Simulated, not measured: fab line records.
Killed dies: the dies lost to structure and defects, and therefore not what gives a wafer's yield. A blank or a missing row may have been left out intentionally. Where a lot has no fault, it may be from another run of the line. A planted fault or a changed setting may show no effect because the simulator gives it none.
Which of the tools did it? ; flow sky130 ; 36 wafers from 12 lots sampled at 4 of the route's 708 steps

== WHAT THE GAUGES SHOWED, per wafer ==
SKY_NWELL_RS_MEAS_29: the measuring method here is four-point-probe.
lot;measured;on;NWELL_RS (ohm/sq)
L487;day 5 16:25;film metro-02;628.0 626.1 626.6
L489;day 5 23:28;film metro-04;626.9 624.5 623.9
L490;day 6 03:55;film metro-02;626.5 626.7 627.5
L491;day 6 10:35;film metro-04;621.0 622.2 623.4
L495;day 7 17:12;film metro-04;625.0 623.8 623.1
L496;day 7 23:28;film metro-02;626.0 625.7 626.7
L497;day 8 03:55;film metro-02;627.0 626.0 627.5
L499;day 9 03:29;film metro-04;624.8 625.7 624.3
L502;day 9 15:51;film metro-02;627.9 625.3 625.4
L504;day 9 19:41;film metro-04;623.8 624.3 623.9
L505;day 10 01:38;film metro-04;622.7 623.6 622.6
L508;day 10 23:37;film metro-02;624.7 623.1 625.6

SKY_VT_ADJUST_LVTN_TW_MEAS_21.
lot;measured;on;VT_ADJUST_LVTN_2_TW
L487;day 8 00:51;film metro-03;189.9 189.2 189.3
L489;day 8 10:25;film metro-02;188.4 188.7 188.9
L490;day 8 16:42;film metro-03;189.1 189.7 189.3
L491;day 8 22:36;film metro-02;188.2 188.2 188.5
L495;day 10 08:58;film metro-03;188.5 187.7 187.0
L496;day 10 18:19;film metro-03;171.1 170.9 170.4
L497;day 10 20:28;film metro-02;188.1 188.0 187.8
L499;day 12 02:04;film metro-02;172.1 171.7 171.7
L502;day 12 13:47;film metro-02;188.8 189.4 190.1
L504;day 12 17:25;film metro-01;188.4 189.4 188.7
L505;day 12 22:39;film metro-03;186.6 189.1 186.7
L508;day 13 15:04;film metro-03;189.7 189.5 188.2

SKY_VT_ADJUST_NCORE_CD_MEAS_07 targets a cd of 380 nm.
lot;measured;on;cd nm (nm)
L487;day 8 21:37;cd sem-02;377.5 378.3 377.9
L489;day 9 06:42;cd sem-01;376.7 375.6 376.5
L490;day 9 14:37;cd sem-01;381.3 383.5 384.4
L491;day 9 19:43;cd sem-02;381.3 380.6 378.9
L495;day 11 07:32;cd sem-01;376.5 378.3 378.6
L496;day 11 17:13;cd sem-02;382.3 380.6 384.1
L497;day 11 18:34;cd sem-01;378.8 380.5 379.4
L499;day 12 23:38;cd sem-01;378.8 378.6 378.5
L502;day 13 08:17;cd sem-02;381.3 380.2 379.9
L504;day 13 11:47;cd sem-01;380.3 383.2 381.3
L505;day 13 16:16;cd sem-01;382.2 381.8 382.6
L508;day 14 12:07;cd sem-02;375.7 375.7 377.4

== EACH LOT AND THE TOOL THAT RAN IT (in order: tool; ch and the chambers of the sampled wafers; start) ==
lot;SKY_VT_ADJUST_LVTN_IMPLANT_19
L487;implanter-04 ch 0, day 8 00:36
L489;implanter-04 ch 0, day 8 10:12
L490;implanter-04 ch 0, day 8 16:27
L491;implanter-03 ch 0, day 8 22:21
L495;implanter-03 ch 0, day 10 08:44
L496;implanter-04 ch 0, day 10 18:04
L497;implanter-01 ch 0, day 10 20:15
L499;implanter-04 ch 0, day 12 01:50
L502;implanter-03 ch 0, day 12 13:32
L504;implanter-01 ch 0, day 12 17:11
L505;implanter-01 ch 0, day 12 22:24
L508;implanter-03 ch 0, day 13 14:49
- SKY_VT_ADJUST_LVTN_IMPLANT_19

== AS READ BY THE TOOLS THEMSELVES (means over the sampled wafers that have a number; for cases with no such wafer, the mark the record gives instead) ==
SKY_VT_ADJUST_LVTN_IMPLANT_19.
lot;tool;dose ions cm2;faraday current uA
L487;implanter-04;6.5e+11;3.58
L489;implanter-04;6.5e+11;3.74
L490;implanter-04;6.5e+11;3.59
L491;implanter-03;6.5e+11;3.68
L495;implanter-03;6.5e+11;3.60
L496;implanter-04;4.6e+11;2.57
L497;implanter-01;6.5e+11;3.72
L499;implanter-04;4.6e+11;2.58
L502;implanter-03;6.5e+11;3.63
L504;implanter-01;6.5e+11;3.63
L505;implanter-01;6.5e+11;3.69
L508;implanter-03;6.5e+11;3.61

== THE ANSWER, worked out from the rows above alone ==
Rule: what is usual is taken from the lots themselves. Put in order of their means at a reading, lots are off if they are a third of the lots or fewer, leave a main group of 4 or more, and stand apart from it by a gap of 3 or more times the standard deviation of the main group's means; of several such gaps the widest counts. Not used: any main group whose means are identical at the precision the tables above print for the reading. Also off: a lot with no number at a reading for which 4 or more lots have one. All remaining lots with rows at the step are treated as sound. Order of review: gauges by route order, followed by the tools' own readings, for which a lot's mean as printed above is used. The first step at which some lot is off is used, and at that step the reading that is off furthest; a lot without a number counts as furthest.
Off: at SKY_VT_ADJUST_LVTN_TW_MEAS_21 (VT_ADJUST_LVTN_2_TW), L496, L499. The main group: mean 188.6, standard deviation 0.7.
If a tool, at a process step before that reading, ran all the lots that are off and no sound lot after the first of them, it fits. The gauges at SKY_VT_ADJUST_LVTN_TW_MEAS_21 aren't tried: what is off there is off at SKY_VT_ADJUST_LVTN_IMPLANT_19 too, on other tools, and a gauge's error can't cause that. One fits: implanter-04 at SKY_VT_ADJUST_LVTN_IMPLANT_19. Its last sound lot is L490 (day 8 16:27), its first lot that is off L496 (day 10 18:04): a fault that began between those two fits.
The tool's own readings at SKY_VT_ADJUST_LVTN_IMPLANT_19 bear it out: on the lots that are off they differ by more than 5 times the standard deviation of the sound lots' means. dose ions cm2 reads 4.6e+11 there against 6.5e+11 on the sound lots; faraday current uA reads 2.58 there against 3.65 on the sound lots.

== WHAT HAD BEEN PUT IN BY THE SIMULATOR ==
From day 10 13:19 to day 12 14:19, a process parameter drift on implanter-04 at SKY_VT_ADJUST_LVTN_IMPLANT_19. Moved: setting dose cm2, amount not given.
Lots struck among those shown: L496, L499. This agrees with what the rule above found.
